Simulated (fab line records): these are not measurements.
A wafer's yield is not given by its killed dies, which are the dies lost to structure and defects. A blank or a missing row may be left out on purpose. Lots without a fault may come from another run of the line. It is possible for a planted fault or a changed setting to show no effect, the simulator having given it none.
A struck lot beside a sound one	flow gf180mcu	34 out of 602 route steps
Sound: wafers L601.2, L601.3, L601.6. Wafers L609.3, L609.5, L609.6 were the ones struck. At the end, the cause is stated.
Each step with rows lists, per side, the tool, then ch with its chambers, then its first start. Under that, the readings that differ: sound wafers	struck wafers	difference of the means	sigmas: that difference in standard deviations of wafers without a fault.
alike: same words and numbers on both sides, and readings whose means sit less than 2 such deviations apart. not compared: any withheld reading, any reading some wafer has no value for, any bound like >300 that may hide the same value, and any number with overlapping values for which the record gives no deviation.
The two part at a step that has a row with sigmas, a row that says differs or no value, or rows on one side only. When numbers do not overlap yet have no deviation, they are printed without sigmas and do not part them. Lack of a reading on every wafer of one side parts them only where that side has two or more wafers.

first, 10 steps without rows for these wafers: GF_M1_HMDS_08 (prime time 60 s); GF_M1_COAT_09 (resist thk 1000 nm); GF_M1_SOFTBAKE_10 (time 60 s); GF_M1_EXPOSE_11 (exposes mask Metal1, target cd 230 nm); GF_M1_PEB_12 (peb time 90 s); GF_M1_DEVELOP_13 (develop time 60 s); GF_M1_METAL_ETCH_16 (etches the open film in Cl2/BCl3, stops on SiO2, target depth 750.8 nm, time 125.1 s); GF_M1_STRIP_17 (strips in O2/N2); GF_M1_STRIP_18 (strips in post etch residue remover, time 1200 s); GF_M1_CLEAN_19 (cleans in DIW).
GF_V1_CVD_00: deposits SiO2, target thk 600 nm, time 100 s.
  sound on hdpcvd-02 ch 0,1,2, day 19 09:20; struck on hdpcvd-02 ch 0,2, day 22 01:36
  alike: susceptor_temp_C
then, 22 steps without rows for these wafers: GF_V1_CVD_02 (deposits SiO2 from TEOS, target thk 850 nm, time 92.91 s); GF_V1_CMP_04 (polishes SiO2); GF_V1_DEHYDRATE_06 (time 60 s); GF_V1_HMDS_07 (prime time 60 s); GF_V1_COAT_08; GF_V1_COAT_09 (resist thk 1000 nm); GF_V1_SOFTBAKE_10 (time 60 s); GF_V1_EXPOSE_11 (exposes mask Via1, target cd 260 nm); GF_V1_PEB_12 (peb time 90 s); GF_V1_DEVELOP_13 (develop time 60 s); GF_V1_ETCH_16 (etches BARC in N2/H2); GF_V1_ETCH_17 (etches SiO2 in C4F8/O2/Ar, stops on TiN, target depth 630 nm); GF_V1_STRIP_18 (strips in O2/N2); GF_V1_STRIP_19 (strips in post etch residue remover, time 1200 s); GF_V1_CLEAN_20 (cleans in DIW); GF_V1_SPUTTER_21 (material Ti, target thk 15 nm, time 80.02 s); GF_V1_SPUTTER_22 (material TiN, target thk 10 nm, time 40 s); GF_V1_CVD_23 (deposits W, target thk 350 nm, time 105.05 s); GF_V1_CMP_26 (polishes, stops on SiO2, t overpolish 15 s, target thk 0 nm); GF_M2_SPUTTER_00 (material Ti, target thk 37.5 nm, time 150 s); GF_M2_SPUTTER_01 (material TiN, target thk 30 nm, time 25 s); GF_M2_SPUTTER_02 (material AlCu, target thk 450 nm, time 23.9 s).
-- the record jumps here: 11 days lie between the struck wafers' starts before and after (it left off in module M2 and takes up again in module PASSIVATION, whose first step shown is number 602 of the route) --
GF_PASSIVATION_PROBE_99:
  record: rows for the struck wafers here (prober-01, day 32 20:13), none for the sound ones

## WHERE THEY PART
Within this record, at GF_PASSIVATION_PROBE_99 only.

WHY: the cause the simulator had injected
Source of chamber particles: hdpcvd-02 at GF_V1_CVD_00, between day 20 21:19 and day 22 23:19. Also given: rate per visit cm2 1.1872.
